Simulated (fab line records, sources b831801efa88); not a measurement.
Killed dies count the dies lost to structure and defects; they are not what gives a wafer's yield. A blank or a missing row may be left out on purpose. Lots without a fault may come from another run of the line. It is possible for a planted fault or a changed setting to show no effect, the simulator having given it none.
Which tool did it? | flow sky130 | at 1 step of a route of 708, 6 lots with 18 wafers sampled

== WHAT THE GAUGES SHOWED, per wafer ==
SKY_VT_ADJUST_NCORE_CD_MEAS_07: the cd target is 380 nm.
lot  | measured     | on        | cd-nm (nm)
L602 | day 9 02:03  | cd-sem-01 | 376.9 380.6 377.9
L604 | day 9 20:57  | cd-sem-02 | 377.2 378.7 379.8
L607 | day 10 15:41 | cd-sem-01 | 380.9 381.0 381.6
L611 | day 11 20:57 | cd-sem-01 | 377.6 378.7 378.2
L615 | day 13 04:28 | cd-sem-01 | 379.8 379.2 380.3
L623 | day 16 00:54 | cd-sem-01 | 379.7 380.1 380.2

== EACH LOT AND THE TOOL THAT RAN IT (in order: tool; ch and the chambers of the sampled wafers; start) ==
Before these readings, the record contains no process step.

== THE ANSWER, worked out from the rows above alone ==
Rule: the usual values come from the lots themselves. The widest of any qualifying gaps counts: lots, ordered by their means at a reading, are off when they make up no more than a third of the lots, leave a main group of 4 or more, and stand apart from it by 3 or more times the standard deviation of that group's means. A main group whose means are all the same, to the digits that the tables above print for the reading, isn't used. A lot without any number at a reading at which 4 lots or more have one is off too. Where the step has rows for the other lots, those lots are counted as sound.
No lot is off at any reading shown: from this, nothing can be told.

== WHAT HAD BEEN PUT IN BY THE SIMULATOR ==
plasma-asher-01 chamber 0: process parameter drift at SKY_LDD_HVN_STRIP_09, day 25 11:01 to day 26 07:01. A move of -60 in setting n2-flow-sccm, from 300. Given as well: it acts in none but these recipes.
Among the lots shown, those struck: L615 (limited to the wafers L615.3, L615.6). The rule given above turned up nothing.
